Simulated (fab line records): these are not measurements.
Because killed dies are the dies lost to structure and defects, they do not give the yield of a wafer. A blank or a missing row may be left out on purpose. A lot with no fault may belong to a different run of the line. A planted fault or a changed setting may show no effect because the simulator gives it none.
fab line records    flow sfq-line
record lots=5  wafers=23
route steps=325 shown M8@321
start-h: hours from the record's first day to the start of the lot's first wafer shown    wait-h: hours from the lot's prior step to this one    " unchanged from the row above    L1.1+2: one row covering several wafers at once    - no value, or no start was given    * or withheld: withheld    < > ~ a bound
route shown NAME@n: a module of which the file shows steps, and the number in the route of the first    usual: average and standard deviation across the fault-free wafers    same: alike in all rows    chamber/n: place in a boat    sites: the reading at each site    _std_site: standard deviation of those values    _edge_site: outer sites' mean less inner sites'    radius-mm: for every site, how far away it sits from the centre of the wafer    mask NAME#n: copy n    behind: tool/chamber where the wafer was last shaped    hold: cause of the lot's hold/its duration in hours/its outcome    device: the n, p or np transistor that did not switch    end of line: the same wafers' tests at the end of the route    step lacking rows: just its recipe    killed: dies lost to structure and defects at the first sort, not the wafer's yield    map: per-die view of a wafer (x killed, . not killed, _ where there is no die)
set.NAME: the setting that was run; set.NAME@STEP: the one run at that earlier step    model.NAME: the simulator's own value behind a step, which no gauge read
lots run with intentionally changed settings; tables by step, rows by wafer
## steps
# step SFQ_TRILAYER_M8_DEP_EVAP_196
# recipe material=Au  angular-spread-deg=1  target-thk-nm=180  time-s=900  power-w=2000
lot.wafer  tool            chamber  start-h  wait-h  set.time-s  model.Au_of_TRILAYER_M8_DEP_EVAP_196.thk-nm
L074.2     pvd-sputter-02  -        1979.02  0.1     900         183.5
L074.4     "               -        "        "       900         182.5
L074.6     "               -        "        "       900         181.4
L075.1     pvd-sputter-01  -        1981.42  0.1     900         178.6
L075.2     "               -        "        "       864.3       171.4
L075.4     "               -        "        "       900         174.5
L075.5     "               -        "        "       864.3       173.7
L075.6     "               -        "        "       864.3       171.1
L078.1     pvd-sputter-02  -        1991.10  0.1     770.9       153.8
L078.3     "               -        "        "       770.9       154.9
L078.4     "               -        "        "       770.9       153.6
L078.5     "               -        "        "       900         179.7
L078.6     "               -        "        "       900         180.6
L083.1     pvd-sputter-01  -        2077.77  0.1     833.2       165.3
L083.2     "               -        "        "       833.2       170.1
L083.4     "               -        "        "       900         185.2
L083.5     "               -        "        "       900         178.9
L083.6     "               -        "        "       900         184
L085.1     pvd-sputter-01  -        2081.37  0.1     900         179.3
L085.2     "               -        "        "       900         172.5
L085.3     "               -        "        "       900         179.5
L085.4     "               -        "        "       900         178.9
L085.6     "               -        "        "       900         180.3
# step SFQ_M8_RS_MEAS_949
# recipe thk-meas-gauge=four-point-probe  reads=Au_of_TRILAYER_M8_DEP_EVAP_196+Pt_of_TRILAYER_M8_DEP_EVAP_198+Ti_of_TRILAYER_M8_DEP_EVAP_197
# usual M8_AU_RS=0.1533/0.002
lot.wafer  tool           chamber  start-h  wait-h  set.time-s@TRILAYER_M8_DEP_EVAP_196  M8_AU_RS[ohm/sq]
L074.2     film-metro-03  -        1979.56  0.3     900                                  0.1505
L074.4     "              -        "        "       900                                  0.1512
L074.6     "              -        "        "       900                                  0.1521
L075.1     film-metro-03  -        1981.94  0.3     900                                  0.1547
L075.2     "              -        "        "       864.3                                0.1614
L075.4     "              -        "        "       900                                  0.1587
L075.5     "              -        "        "       864.3                                0.1588
L075.6     "              -        "        "       864.3                                0.1612
L078.1     film-metro-01  -        1991.61  0.3     770.9                                0.1807
L078.3     "              -        "        "       770.9                                0.1795
L078.4     "              -        "        "       770.9                                0.1805
L078.5     "              -        "        "       900                                  0.1544
L078.6     "              -        "        "       900                                  0.1534
L083.1     film-metro-04  -        2078.28  0.3     833.2                                0.1678
L083.2     "              -        "        "       833.2                                0.1629
L083.4     "              -        "        "       900                                  0.1491
L083.5     "              -        "        "       900                                  0.1548
L083.6     "              -        "        "       900                                  0.1504
L085.1     film-metro-04  -        2081.88  0.3     900                                  0.1547
L085.2     "              -        "        "       900                                  0.1607
L085.3     "              -        "        "       900                                  0.1546
L085.4     "              -        "        "       900                                  0.1549
L085.6     "              -        "        "       900                                  0.1539
# step SFQ_M8_THK_MEAS_950
# recipe thk-meas-gauge=xrf  reads=Au_of_TRILAYER_M8_DEP_EVAP_196
# usual M8_AU_THK=179.0/2.6
lot.wafer  tool           chamber  start-h  wait-h  set.time-s@TRILAYER_M8_DEP_EVAP_196  M8_AU_THK[nm]
L074.2     film-metro-03  -        1979.67  0.1     900                                  179.7
L074.4     "              -        "        "       900                                  179.8
L074.6     "              -        "        "       900                                  178.1
L075.1     film-metro-03  -        1982.06  0.1     900                                  174.1
L075.2     "              -        "        "       864.3                                168.0
L075.4     "              -        "        "       900                                  170.9
L075.5     "              -        "        "       864.3                                170.1
L075.6     "              -        "        "       864.3                                167.7
L078.1     film-metro-01  -        1991.73  0.1     770.9                                153.9
L078.3     "              -        "        "       770.9                                154.6
L078.4     "              -        "        "       770.9                                153.3
L078.5     "              -        "        "       900                                  179.1
L078.6     "              -        "        "       900                                  180.4
L083.1     film-metro-04  -        2078.40  0.1     833.2                                165.0
L083.2     "              -        "        "       833.2                                170.1
L083.4     "              -        "        "       900                                  185.2
L083.5     "              -        "        "       900                                  179.0
L083.6     "              -        "        "       900                                  183.8
L085.1     film-metro-04  -        2082.00  0.1     900                                  178.7
L085.2     "              -        "        "       900                                  172.3
L085.3     "              -        "        "       900                                  179.6
L085.4     "              -        "        "       900                                  179.5
L085.6     "              -        "        "       900                                  180.3
## key
split step=SFQ_TRILAYER_M8_DEP_EVAP_196  setting=time-s  stated=900  by=wafer
response step=SFQ_TRILAYER_M8_DEP_EVAP_196  reading=model.Au_of_TRILAYER_M8_DEP_EVAP_196.thk-nm  change=+1.82  per=1%  r=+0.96
response step=SFQ_M8_RS_MEAS_949  reading=M8_AU_RS  change=-0.00179  per=1%  r=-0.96
response step=SFQ_M8_THK_MEAS_950  reading=M8_AU_THK  change=+1.8  per=1%  r=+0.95
